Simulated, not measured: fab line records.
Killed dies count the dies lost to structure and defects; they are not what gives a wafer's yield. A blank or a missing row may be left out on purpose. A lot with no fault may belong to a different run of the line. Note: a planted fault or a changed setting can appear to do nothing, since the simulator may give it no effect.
Struck lot and sound lot, side by side    flow sky130    21 out of 708 route steps
Sound: these wafers, L502.3, L502.4, L502.6. Wafers struck: L508.1, L508.3, L508.6. At the end, the cause is stated.
Each step with rows lists, per side, the tool, then ch with its chambers, then its first start. Under that, the readings that differ: sound wafers    struck wafers    difference of the means    sigmas: that difference in standard deviations of wafers without a fault.
alike: readings with means less than 2 such deviations apart, plus words and numbers identical on both sides. not compared: withheld readings, readings lacking a value on some wafer, bounds such as >300 that could conceal the same value, and numbers that have no deviation in the record and whose values overlap.
A row with sigmas, a row that says differs or no value, or rows on one side alone: a step with any of these is where the two part. When numbers do not overlap yet have no deviation, they are printed without sigmas and do not part them. A reading missing from all wafers of one side parts the sides only when that side holds two or more wafers.

first, 3 steps without rows for these wafers: SKY_RES_PROTECT_PEB_05; SKY_RES_PROTECT_DEVELOP_06 (develop time 60 s); SKY_POLY_GATE_IMPLANT_02.
SKY_RES_PROTECT_STRIP_07: strips in O2/N2.
  sound on plasma-asher-01 ch 0,1, day 17 07:56; struck on plasma-asher-03 ch 1, day 19 01:56
  alike: drypump-motor-current-A, oes-product-au, strip-time-to-endpoint-s
  not compared: rf-hours-counter-h
SKY_RES_PROTECT_TW_MEAS_08:
  sound on film-metro-03, day 17 08:01; struck on film-metro-02, day 19 02:02
  alike: POLY_GATE_TW
then, 2 steps without rows for these wafers: SKY_RES_PROTECT_CLEAN_09 (cleans in SC1/SC2, time 150 s); SKY_POLY_GATE_CVD_03 (deposits Si3N4 from DCS/NH3, target thk 75 nm, time 1290 s).
SKY_POLY_GATE_THK_MEAS_04:
  sound on film-metro-01, day 17 12:57; struck on film-metro-01, day 19 06:39
  alike: POLY_GATE_CVD_03_THK
then, 4 steps without rows for these wafers: SKY_POLY_GATE_DEHYDRATE_05 (time 60 s); SKY_POLY_GATE_HMDS_06 (prime time 60 s); SKY_POLY_GATE_COAT_07 (resist thk 110 nm); SKY_POLY_GATE_COAT_08 (resist thk 450 nm).
SKY_POLY_GATE_SOFTBAKE_09: time 87.27 s.
  sound on litho-track-02 ch 0, day 18 03:00; struck on litho-track-03 ch 0, day 19 21:00
reading                   sound                struck             difference  sigmas
heater-power-total-W (W)  57.85 58.12 58.11    52.24 52.34 52.31  -5.73       -60
plate-temp-C (C)          100.08 99.88 100.10  92.76 92.81 92.74  -7.25       -60
  alike: exhaust-pa
then, 2 steps without rows for these wafers: SKY_POLY_GATE_EXPOSE_10 (exposes mask P1M, target cd 150 nm); SKY_POLY_GATE_PEB_11.
SKY_POLY_GATE_DEVELOP_12: develop time 60 s.
  sound: litho-track-03 ch 0; struck: litho-track-04 ch 0
reading                                           sound              struck             difference  sigmas
model.KrF-thick_of_POLY_GATE_COAT_08.thk-nm (nm)  435.3 435.4 434.7  440.2 439.7 440.8  +5.1        
  alike: exhaust-pa
SKY_POLY_GATE_CD_MEAS_13: the cd target is 150 nm.
  sound on cd-sem-01, day 18 18:42; struck on cd-sem-01, day 20 13:15
  alike: cd-nm
SKY_POLY_GATE_OVL_MEAS_14:
  sound on overlay-01, day 18 18:47; struck on overlay-01, day 20 13:22
  alike: POLY_GATE_OVL
SKY_POLY_GATE_ETCH_15: etches BARC in N2/H2, stops on SiO2, time 118.5 s, target depth 110 nm.
  sound on rie-diel-01 ch 1,2, day 18 18:49; struck on rie-diel-01 ch 1,2,3, day 20 13:25
  alike: drypump-motor-current-A, oes-product-au, throttle-valve-pct
  not compared: rf-hours-counter-h, model.KrF-thick_of_POLY_GATE_COAT_08.thk-nm
SKY_POLY_GATE_ETCH_16: etches Si3N4 in CH3F/O2, stops on poly-Si, time 147.5 s, target depth 75 nm.
  sound on rie-diel-01 ch 1,2, day 18 18:54; struck on rie-diel-01 ch 1,2,3, day 20 13:29
  alike: drypump-motor-current-A, oes-product-au, throttle-valve-pct
  not compared: rf-hours-counter-h
-- the record jumps here: 28 days lie between the struck wafers' starts before and after (it left off in module POLY_GATE and takes up again in module PAD_OPEN, whose first step shown is number 708 of the route) --
SKY_PAD_OPEN_PROBE_99:
  sound on prober-01, day 47 17:49; struck on prober-01, day 48 19:14
  alike: killed_at_M0_to_M3, killed_at_M4_up, killed-at-contacts, killed-at-front-end, killed-at-other, killed-dies, killed-open, killed-short

== WHERE THEY PART ==
Within this record, at SKY_POLY_GATE_SOFTBAKE_09 only. Later steps at which nothing parts them and some readings are alike: SKY_POLY_GATE_DEVELOP_12, SKY_POLY_GATE_CD_MEAS_13, SKY_POLY_GATE_OVL_MEAS_14, SKY_POLY_GATE_ETCH_15, SKY_POLY_GATE_ETCH_16, SKY_PAD_OPEN_PROBE_99.

WHY: what the simulator had put in
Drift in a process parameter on litho-track-03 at SKY_POLY_GATE_SOFTBAKE_09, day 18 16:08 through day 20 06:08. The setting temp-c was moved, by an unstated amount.
